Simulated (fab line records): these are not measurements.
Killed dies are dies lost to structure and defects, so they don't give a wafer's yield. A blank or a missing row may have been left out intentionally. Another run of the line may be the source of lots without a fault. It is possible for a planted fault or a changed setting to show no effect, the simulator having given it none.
A struck lot beside a sound one -- flow sky130 -- 25 out of 708 route steps
Sound: the wafers L129.4, L129.5, L129.6. Struck: wafers L124.2, L124.4, L124.6. The cause is named last.
Per side, at each step with rows, come the tool, then ch with its chambers, and then its first start. Under that, the readings that differ: sound wafers -- struck wafers -- difference of the means -- sigmas: that difference in standard deviations of wafers without a fault.
alike: readings whose means differ by less than 2 such deviations, and words and numbers that are the same on both sides. not compared: withheld readings, readings that some wafer has no value for, bounds like >300 that may hide the same value, and numbers for which the record gives no deviation and whose values overlap.
Wherever a step has rows on one side only, a row that says differs or no value, or a row with sigmas, the two part there. When numbers do not overlap yet have no deviation, they are printed without sigmas and do not part them. A reading that every wafer of one side lacks parts them only if that side has two wafers or more.

first, 1 step without rows for these wafers: SKY_LI_CONTACT_PRE_CLEAN_18 (time 5.6 s).
SKY_LI_CONTACT_SPUTTER_19: material Ti, target thk 20 nm, time 106.37 s.
  sound: pvdSputter-03 at day 34 07:01; struck: pvdSputter-01 at day 31 17:57
  alike: substrateTempC, throttleValvePct
SKY_LI_CONTACT_SPUTTER_20: material TiN, target thk 20 nm, time 80 s.
  sound: pvdSputter-03 at day 34 07:05; struck: pvdSputter-01 at day 31 18:02
  alike: throttleValvePct
SKY_LI_CONTACT_CVD_21: deposits W, target thk 400 nm, time 120.56 s.
  sound on cvdW-01 ch 0,1, day 34 07:11; struck on cvdW-02 ch 0,1, day 31 18:05
  alike: heaterPowerW
SKY_LI_CONTACT_RS_MEAS_22: the measuring method here is four-point-probe.
  sound: filmMetro-01 at day 34 07:20; struck: filmMetro-01 at day 31 18:14
  alike: LI_CONTACT_W_RS
SKY_LI_CONTACT_THK_MEAS_23: measures by xrf.
  sound: filmMetro-01 at day 34 07:25; struck: filmMetro-01 at day 31 18:20
  alike: LI_CONTACT_W_THK
then, 1 step without rows for these wafers: SKY_LI_CONTACT_CMP_24 (polishes, stops on PSG, t overpolish 20 s, target thk 0 nm).
SKY_LOCAL_INTERCONNECT_SPUTTER_00: material TiN, target thk 100 nm, time 83.3 s.
  sound: pvdSputter-01 at day 34 07:45; struck: pvdSputter-03 at day 31 18:41
  alike: substrateTempC, throttleValvePct
SKY_LOCAL_INTERCONNECT_RS_MEAS_01: the measuring method here is four-point-probe.
  sound: filmMetro-04 at day 34 07:52; struck: filmMetro-03 at day 31 18:47
  alike: LOCAL_INTERCONNECT_TIN_RS
SKY_LOCAL_INTERCONNECT_THK_MEAS_02: measures by xrf.
  sound: filmMetro-04 at day 34 07:58; struck: filmMetro-03 at day 31 18:53
  alike: LOCAL_INTERCONNECT_TIN_THK
then, 2 steps without rows for these wafers: SKY_LOCAL_INTERCONNECT_DEHYDRATE_03 (time 60 s); SKY_LOCAL_INTERCONNECT_HMDS_04 (prime time 60 s).
SKY_LOCAL_INTERCONNECT_COAT_05: resist thk 60 nm.
  sound on lithoTrack-02 ch 0, day 34 20:33; struck on lithoTrack-03 ch 0, day 32 07:49
reading,sound,struck,difference,sigmas
spinSpeedRpm (rpm),2999.7 2995.9 3002.1,2099.5 2101.5 2100.8,-898.6,-99 or more
  alike: exhaustPa
  not compared: resistLineTempC
then, 5 steps without rows for these wafers: SKY_LOCAL_INTERCONNECT_COAT_06 (resist thk 450 nm); SKY_LOCAL_INTERCONNECT_SOFTBAKE_07 (time 90 s); SKY_LOCAL_INTERCONNECT_EXPOSE_08 (exposes mask LI1M, target cd 170 nm); SKY_LOCAL_INTERCONNECT_PEB_09; SKY_LOCAL_INTERCONNECT_DEVELOP_10 (develop time 60 s).
SKY_LOCAL_INTERCONNECT_CD_MEAS_11: target cd 170 nm.
  sound: cdSem-02 at day 35 10:33; struck: cdSem-02 at day 32 21:49
  alike: cdNm
SKY_LOCAL_INTERCONNECT_OVL_MEAS_12:
  sound: overlay-01 at day 35 10:38; struck: overlay-01 at day 32 21:55
  alike: LOCAL_INTERCONNECT_OVL
SKY_LOCAL_INTERCONNECT_ETCH_13: etches BARC in N2/H2, stops on SiO2, time 45.9 s, target depth 60 nm.
  sound on rieMetal-02 ch 0,1, day 35 10:40; struck on rieMetal-02 ch 0,1, day 32 21:56
reading,sound,struck,difference,sigmas
oesProductAu (a.u.),0.862 0.858 0.859,0.945 0.943 0.946,+0.085,+18
model.etch.depthNm (nm),60.03 60.06 60.03,71.79 71.71 71.91,+11.76,
  alike: drypumpMotorCurrentA, heBacksideLeakSccm, throttleValvePct
  not compared: rfHoursCounterH
SKY_LOCAL_INTERCONNECT_METAL_ETCH_14: etches TiN in Cl2/BCl3, stops on PSG, target depth 110 nm, time 31.4 s.
  sound on rieMetal-02 ch 0,1, day 35 10:44; struck on rieMetal-02 ch 0,1, day 32 22:01
  alike: drypumpMotorCurrentA, heBacksideLeakSccm, oesProductAu, throttleValvePct
  not compared: rfHoursCounterH
SKY_LOCAL_INTERCONNECT_STRIP_15: strips in O2/N2.
  sound on plasmaAsher-04 ch 0,1, day 35 10:47; struck on plasmaAsher-01 ch 0,1, day 32 22:04
reading,sound,struck,difference,sigmas
stripTimeToEndpointS (s),4.746 4.733 4.739,4.873 4.874 4.870,+0.133,+7
  alike: drypumpMotorCurrentA, oesProductAu
  not compared: rfHoursCounterH
then, 1 step without rows for these wafers: SKY_LOCAL_INTERCONNECT_STRIP_16 (strips in post etch residue remover, time 1200 s).
-- the record jumps here: 15 days lie between the struck wafers' starts before and after (it left off in module LOCAL_INTERCONNECT and takes up again in module PAD_OPEN, whose first step shown is number 708 of the route) --
SKY_PAD_OPEN_PROBE_99:
  record: rows for the struck wafers here (prober-01, day 47 13:21), none for the sound ones

== WHERE THEY PART ==
At SKY_LOCAL_INTERCONNECT_COAT_05 first; at SKY_PAD_OPEN_PROBE_99 last (within this record only).

WHY: whatever the simulator had introduced
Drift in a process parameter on lithoTrack-03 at SKY_LOCAL_INTERCONNECT_COAT_05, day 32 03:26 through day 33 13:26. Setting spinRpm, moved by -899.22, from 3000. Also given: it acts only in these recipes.
